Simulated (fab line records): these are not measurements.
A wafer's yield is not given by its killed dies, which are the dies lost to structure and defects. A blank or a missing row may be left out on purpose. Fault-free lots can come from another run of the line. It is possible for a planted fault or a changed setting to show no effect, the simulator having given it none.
fab line records | flow gf180mcu | part 2 of 2: steps 31 to 42 of 42
record lots=5 | wafers=15 | lastDay=34
route steps=602 shown VT_IMPLANT@108 MVSD@136 NWELL@137 LVPWELL@138 MVPSD@139 DUAL_GATE@141
lots untouched by any fault: they come from a run of this same line in which no faults occurred
startH: hours from the record's first day to the start of the lot's first wafer shown | waitH: hours elapsed since this lot's preceding step | " the same as in the row above | L1.1+2: a row that stands for several wafers | - no value present, or no start provided | * or withheld: withheld | < > ~ a bound
route shown NAME@n: names a module that has steps shown in the file, with the first one's number in the route | usual: mean/standard deviation taken from wafers without a fault | same: alike in all rows | chamber/n: place in a boat | sites: per-site readings | _std_site: standard deviation of those values | _edge_site: the outer-site mean with the inner-site mean subtracted | radiusMm: for every site, how far away it sits from the centre of the wafer | mask NAME#n: copy n | behind: tool/chamber where the wafer was last shaped | hold: why the lot went on hold/how many hours it stayed there/how the hold came to an end | device: which transistor (n, p or np) failed to switch | end of line: the same wafers' tests at the end of the route | step lacking rows: just its recipe | killed: dies lost to structure and defects at the first sort, not the wafer's yield | map: per-die view of a wafer (x killed, . not killed, _ where there is no die)
set.NAME: the setting as run; set.NAME@STEP: as run at that earlier step | model.NAME: the simulator's own value behind a step, which no gauge read
lots seen at some steps along the route; tables by step, rows by wafer
services: when a tool's chamber went out of use (startH, in hours from the record's first day, below 0 if earlier), for how many hours, and the reason
## steps
# step GF_VT_IMPLANT_RS_MEAS_48
# recipe thkMeasGauge=four-point-probe
# usual LVPWELL_RS=1196.3/2.7
lot.wafer | tool         | chamber | startH | waitH | LVPWELL_RS[ohm/sq]
L077.2    | filmMetro-02 | -       | 177.99 | 0.1   | 1201.6
L077.4    | "            | -       | "      | "     | 1201.1
L077.6    | "            | -       | "      | "     | 1200.4
L084.1    | filmMetro-01 | -       | 224.60 | 0.1   | 1195.8
L084.2    | "            | -       | "      | "     | 1197.0
L084.3    | "            | -       | "      | "     | 1197.4
L085.2    | filmMetro-03 | -       | 229.37 | 0.1   | 1192.2
L085.5    | "            | -       | "      | "     | 1194.0
L085.6    | "            | -       | "      | "     | 1191.3
L095.2    | filmMetro-01 | -       | 299.33 | 0.1   | 1198.0
L095.3    | "            | -       | "      | "     | 1194.5
L095.6    | "            | -       | "      | "     | 1195.2
L097.4    | filmMetro-01 | -       | 312.97 | 0.1   | 1193.4
L097.5    | "            | -       | "      | "     | 1196.0
L097.6    | "            | -       | "      | "     | 1195.9
# step GF_VT_IMPLANT_RS_MEAS_49
# recipe thkMeasGauge=four-point-probe
# usual MVPSD_RS=1164.8/2.9
lot.wafer | tool         | chamber | startH | waitH | MVPSD_RS[ohm/sq]
L077.2    | filmMetro-02 | -       | 178.11 | 0.1   | 1167.9
L077.4    | "            | -       | "      | "     | 1168.1
L077.6    | "            | -       | "      | "     | 1166.0
L084.1    | filmMetro-01 | -       | 224.72 | 0.1   | 1160.6
L084.2    | "            | -       | "      | "     | 1161.1
L084.3    | "            | -       | "      | "     | 1160.8
L085.2    | filmMetro-03 | -       | 229.49 | 0.1   | 1172.4
L085.5    | "            | -       | "      | "     | 1166.5
L085.6    | "            | -       | "      | "     | 1167.4
L095.2    | filmMetro-01 | -       | 299.45 | 0.1   | 1164.8
L095.3    | "            | -       | "      | "     | 1166.0
L095.6    | "            | -       | "      | "     | 1165.8
L097.4    | filmMetro-01 | -       | 313.09 | 0.1   | 1161.8
L097.5    | "            | -       | "      | "     | 1167.6
L097.6    | "            | -       | "      | "     | 1162.3
# step GF_VT_IMPLANT_WET_ETCH_50
# recipe chemistry=dHF | targetDepthNm=20 | target=SiO2 | tempC=25 | dilution=100:1 | timeS=400
# usual tempC=24.98/0.12
lot.wafer | tool        | chamber | startH | waitH | tempC
L077.2    | wetBench-01 | 1       | 178.21 | 0.1   | 24.98
L077.4    | "           | 1       | "      | "     | 24.99
L077.6    | "           | 1       | "      | "     | 25.06
L084.1    | wetBench-01 | 2       | 224.84 | 0.1   | 25.06
L084.2    | "           | 2       | "      | "     | 24.96
L084.3    | "           | 2       | "      | "     | 24.95
L085.2    | wetBench-01 | 0       | 229.59 | 0.1   | 24.86
L085.5    | "           | 0       | "      | "     | 24.80
L085.6    | "           | 0       | "      | "     | 24.85
L095.2    | wetBench-02 | 1       | 299.55 | 0.1   | 25.33
L095.3    | "           | 1       | "      | "     | 25.20
L095.6    | "           | 1       | "      | "     | 25.19
L097.4    | wetBench-04 | 1       | 313.15 | 0.0   | 25.05
L097.5    | "           | 1       | "      | "     | 24.93
L097.6    | "           | 1       | "      | "     | 25.09
# step GF_DUAL_GATE_CLEAN_00
# recipe chemistry=SC1/SC2 | mix=1:4:20 | tempC=70 | timeS=150
# usual tempC=69.98/0.12
lot.wafer | tool        | chamber | startH | waitH | tempC
L077.2    | wetBench-02 | 3       | 178.33 | 0.0   | 69.85
L077.4    | "           | 3       | "      | "     | 69.87
L077.6    | "           | 3       | "      | "     | 70.13
L084.1    | wetBench-04 | 2       | 225.08 | 0.0   | 70.02
L084.2    | "           | 2       | "      | "     | 69.92
L084.3    | "           | 2       | "      | "     | 69.70
L085.2    | wetBench-01 | 2       | 229.82 | 0.0   | 70.15
L085.5    | "           | 2       | "      | "     | 70.03
L085.6    | "           | 2       | "      | "     | 70.07
L095.2    | wetBench-01 | 1       | 299.70 | 0.0   | 69.97
L095.3    | "           | 1       | "      | "     | 69.94
L095.6    | "           | 1       | "      | "     | 70.11
L097.4    | wetBench-01 | 2       | 313.27 | 0.0   | 69.97
L097.5    | "           | 2       | "      | "     | 70.01
L097.6    | "           | 2       | "      | "     | 69.91
# step GF_DUAL_GATE_CLEAN_01
# recipe chemistry=dHF | timeS=20 | dilution=100:1 | dry=ipaMarangoni
lot.wafer  | tool        | chamber | startH | waitH
L077.2+4+6 | wetBench-01 | 0       | 178.38 | 0.0
L084.1+2+3 | wetBench-01 | 2       | 225.13 | 0.0
L085.2+5+6 | wetBench-02 | 0       | 229.92 | 0.0
L095.2+3+6 | wetBench-04 | 0       | 299.75 | 0.0
L097.4+5+6 | wetBench-04 | 0       | 313.32 | 0.0
# step GF_DUAL_GATE_OXIDATION_02
# recipe tempC=901.4 | ambient=O2 | stabiliseS=600 | purgeS=300 | targetThkA=108.87 | oxTimeS=1602
# usual spikeTcTopC=915.2/2.5 | spikeTcUpperC=900.6/1.1 | tube_center_temp_C_max=903.7/0.39
lot.wafer | tool       | chamber | startH | waitH | spikeTcTopC | spikeTcUpperC | tube_center_temp_C_max
L077.2    | furnace-02 | 0       | 178.39 | 0.0   | 912.7       | 900.0         | 903.4
L077.4    | "          | 0       | "      | "     | 911.7       | 901.4         | 904.0
L077.6    | "          | 0       | "      | "     | 910.9       | 901.5         | 903.9
L084.1    | furnace-01 | 0       | 225.16 | 0.0   | 915.5       | 900.7         | 904.0
L084.2    | "          | 0       | "      | "     | 919.2       | 900.3         | 903.9
L084.3    | "          | 0       | "      | "     | 918.2       | 900.3         | 903.5
L085.2    | furnace-01 | 0       | 229.94 | 0.0   | 917.9       | 899.9         | 903.3
L085.5    | "          | 0       | "      | "     | 917.0       | 900.6         | 903.7
L085.6    | "          | 0       | "      | "     | 918.4       | 900.5         | 903.7
L095.2    | furnace-01 | 0       | 299.81 | 0.0   | 917.4       | 900.8         | 903.7
L095.3    | "          | 0       | "      | "     | 918.1       | 904.5         | 903.4
L095.6    | "          | 0       | "      | "     | 917.0       | 899.7         | 903.5
L097.4    | furnace-02 | 0       | 313.33 | 0.0   | 912.3       | 899.8         | 903.3
L097.5    | "          | 0       | "      | "     | 913.8       | 900.0         | 903.1
L097.6    | "          | 0       | "      | "     | 912.5       | 899.8         | 903.5
# step GF_DUAL_GATE_THK_MEAS_03
# recipe reads=SiO2_of_DUAL_GATE_OXIDATION_02
# usual DUAL_GATE_OXIDATION_00_THK=11.12/0.21
lot.wafer | tool         | chamber | startH | waitH | DUAL_GATE_OXIDATION_00_THK[nm]
L077.2    | filmMetro-04 | -       | 179.85 | 0.0   | 10.79
L077.4    | "            | -       | "      | "     | 11.08
L077.6    | "            | -       | "      | "     | 10.81
L084.1    | filmMetro-04 | -       | 226.61 | 0.0   | 11.15
L084.2    | "            | -       | "      | "     | 11.34
L084.3    | "            | -       | "      | "     | 11.23
L085.2    | filmMetro-04 | -       | 231.39 | 0.0   | 11.13
L085.5    | "            | -       | "      | "     | 11.19
L085.6    | "            | -       | "      | "     | 11.16
L095.2    | filmMetro-02 | -       | 301.27 | 0.0   | 10.94
L095.3    | "            | -       | "      | "     | 11.00
L095.6    | "            | -       | "      | "     | 11.23
L097.4    | filmMetro-01 | -       | 314.81 | 0.0   | 11.10
L097.5    | "            | -       | "      | "     | 11.33
L097.6    | "            | -       | "      | "     | 11.21
# step GF_DUAL_GATE_DEHYDRATE_04
# recipe tempC=200 | timeS=60
lot.wafer  | tool          | chamber | startH | waitH
L077.2+4+6 | lithoTrack-03 | 0       | 187.45 | 7.6
L084.1+2+3 | lithoTrack-01 | 0       | 235.11 | 8.5
L085.2+5+6 | lithoTrack-02 | 0       | 240.23 | 8.8
L095.2+3+6 | lithoTrack-01 | 0       | 311.13 | 9.9
L097.4+5+6 | lithoTrack-01 | 0       | 324.73 | 9.9
# step GF_DUAL_GATE_HMDS_05
# recipe primeTimeS=60 | primeTempC=120
# usual primeTempC=120.01/0.12
lot.wafer | tool          | chamber | startH | waitH | primeTempC
L077.2    | lithoTrack-03 | 0       | 187.60 | 0.1   | 119.90
L077.4    | "             | 0       | "      | "     | 120.13
L077.6    | "             | 0       | "      | "     | 120.21
L084.1    | lithoTrack-01 | 0       | 235.26 | 0.1   | 120.11
L084.2    | "             | 0       | "      | "     | 120.19
L084.3    | "             | 0       | "      | "     | 120.05
L085.2    | lithoTrack-02 | 0       | 240.38 | 0.1   | 119.77
L085.5    | "             | 0       | "      | "     | 119.80
L085.6    | "             | 0       | "      | "     | 119.95
L095.2    | lithoTrack-01 | 0       | 311.28 | 0.1   | 120.03
L095.3    | "             | 0       | "      | "     | 120.13
L095.6    | "             | 0       | "      | "     | 120.09
L097.4    | lithoTrack-01 | 0       | 324.88 | 0.1   | 119.92
L097.5    | "             | 0       | "      | "     | 120.15
L097.6    | "             | 0       | "      | "     | 120.00
# step GF_DUAL_GATE_COAT_06
# recipe resist=NOVOLAK | spinRpm=3000 | resistThkNm=1000
lot.wafer  | tool          | chamber | startH | waitH
L077.2+4+6 | lithoTrack-03 | 0       | 187.75 | 0.1
L084.1+2+3 | lithoTrack-01 | 0       | 235.41 | 0.1
L085.2+5+6 | lithoTrack-02 | 0       | 240.53 | 0.1
L095.2+3+6 | lithoTrack-01 | 0       | 311.43 | 0.1
L097.4+5+6 | lithoTrack-01 | 0       | 325.03 | 0.1
# step GF_DUAL_GATE_SOFTBAKE_07
# recipe tempC=90 | timeS=60 | resist=NOVOLAK
lot.wafer  | tool          | chamber | startH | waitH
L077.2+4+6 | lithoTrack-03 | 0       | 187.90 | 0.1
L084.1+2+3 | lithoTrack-01 | 0       | 235.56 | 0.1
L085.2+5+6 | lithoTrack-02 | 0       | 240.68 | 0.1
L095.2+3+6 | lithoTrack-01 | 0       | 311.58 | 0.1
L097.4+5+6 | lithoTrack-01 | 0       | 325.18 | 0.1
# step GF_DUAL_GATE_EXPOSE_08
# recipe maskId=Dualgate | targetCdNm=700 | na=0.6 | sourceShape=conventional | sigmaOuter=0.6 | doseMj=140
# same na=0.6
lot.wafer  | tool            | chamber | startH | waitH | mask
L077.2+4+6 | ilineStepper-02 | 0       | -      | -     | Dualgate#0
L084.1+2+3 | ilineStepper-01 | 0       | -      | -     | Dualgate#0
L085.2+5+6 | ilineStepper-02 | 0       | -      | -     | Dualgate#0
L095.2+3+6 | ilineStepper-02 | 0       | -      | -     | Dualgate#0
L097.4+5+6 | ilineStepper-01 | 0       | -      | -     | Dualgate#0
## services
tool            | chamber | startH | hours | kind
ilineStepper-02 | -       | 123.18 | 4.4   | pm
implanter-02    | -       | 132.11 | 11.9  | repair
plasmaAsher-04  | -       | 135.21 | 1.3   | repair
plasmaAsher-03  | -       | 146.86 | 1.5   | repair
ilineStepper-02 | -       | 156.57 | 1.7   | pm
plasmaAsher-03  | -       | 162.87 | 0.9   | repair
implanter-02    | -       | 169.29 | 1.8   | repair
ilineStepper-01 | -       | 200.94 | 1.7   | pm
implanter-03    | -       | 242.34 | 29.2  | pm
furnace-01      | -       | 247.65 | 10.5  | repair
implanter-04    | -       | 248.88 | 3.9   | repair
implanter-04    | -       | 252.78 | 10.5  | pm
ilineStepper-02 | -       | 262.90 | 2.0   | repair
rtpAnneal-01    | -       | 267.11 | 3.2   | pm
implanter-04    | -       | 267.45 | 3.7   | pm
rtpAnneal-01    | -       | 270.69 | 0.7   | repair
implanter-04    | -       | 273.52 | 1.1   | repair
ilineStepper-02 | -       | 292.24 | 2.1   | pm
plasmaAsher-03  | -       | 301.44 | 1.8   | repair
ilineStepper-02 | -       | 303.46 | 3.3   | repair
plasmaAsher-04  | -       | 306.17 | 2.8   | pm
wetBench-01     | -       | 306.37 | 2.1   | repair
ilineStepper-01 | -       | 307.52 | 6.8   | repair
plasmaAsher-04  | -       | 317.95 | 2.2   | repair
